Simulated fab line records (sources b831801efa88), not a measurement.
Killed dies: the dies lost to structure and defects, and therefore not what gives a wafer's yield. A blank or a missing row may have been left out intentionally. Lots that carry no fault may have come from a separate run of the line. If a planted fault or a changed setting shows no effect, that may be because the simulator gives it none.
The same fault as seen by 2 desks + flow sfq-line + numbers are kept per desk, each desk with only its own; the story behind them comes last

FOR THE TOOL OWNER'S DESK: pvd-sputter-05
The tool's own readings at SFQ_TRILAYER_M4_DEP_SPUTTER_091 (material Nb, target thk 200 nm, time 133.3 s): means of the sampled wafers that have a number, for each lot that ran on this tool. Marked OUT: a lot whose mean sits more than 4 standard deviations from the usual mean, which makes it out of limits; the brackets give that distance.
Columns: A = chamber-pressure-pa at SFQ_TRILAYER_M4_DEP_SPUTTER_091, usual 0.13337 Pa; B = substrate-temp-c at SFQ_TRILAYER_M4_DEP_SPUTTER_091, usual 19.99 C; C = throttle-valve-pct at SFQ_TRILAYER_M4_DEP_SPUTTER_091, usual 29.6 %
| lot  | first seen here | A       | B     | C    |
|------|-----------------|---------|-------|------|
| L643 | day 43 10:29    | 0.13337 | 19.92 | 29.0 |
| L650 | day 46 11:58    | 0.13345 | 20.01 | 30.8 |
| L653 | day 47 08:17    | 0.13332 | 19.91 | 31.6 |
| L663 | day 51 02:19    | 0.13319 | 19.95 | 30.0 |
Finding of this desk: none of the 4 lots has anything out of limits.

FROM THE METROLOGY DESK
Means of the sampled wafers that have a number, per lot and without regard to the tool the lot ran on: this is what the gauges read. Marked OUT: a lot whose mean sits more than 4 standard deviations from the usual mean, which makes it out of limits; the brackets give that distance.
Columns: A = M4_NB_RS at SFQ_M4_RS_MEAS_924, usual 0.892 ohm/sq
| lot  | first seen here | A     |
|------|-----------------|-------|
| L642 | day 43 07:44    | 0.896 |
| L643 | day 43 10:37    | 0.878 |
| L644 | day 44 10:59    | 0.907 |
| L645 | day 44 18:09    | 0.912 |
| L646 | day 44 21:09    | 0.909 |
| L648 | day 46 02:34    | 0.890 |
| L650 | day 46 12:03    | 0.874 |
| L653 | day 47 08:22    | 0.921 |
| L657 | day 48 14:13    | 0.880 |
| L659 | day 49 00:22    | 0.889 |
| L660 | day 49 08:55    | 0.890 |
| L662 | day 50 11:55    | 0.879 |
| L663 | day 51 02:25    | 0.896 |
Finding of this desk: none of the 13 lots has anything out of limits.

BROUGHT TOGETHER
Nothing out of limits was seen by the tool owner's desk.
At the metrology desk, nothing out of limits was observed.

WHAT THE SIMULATOR HAD PUT IN
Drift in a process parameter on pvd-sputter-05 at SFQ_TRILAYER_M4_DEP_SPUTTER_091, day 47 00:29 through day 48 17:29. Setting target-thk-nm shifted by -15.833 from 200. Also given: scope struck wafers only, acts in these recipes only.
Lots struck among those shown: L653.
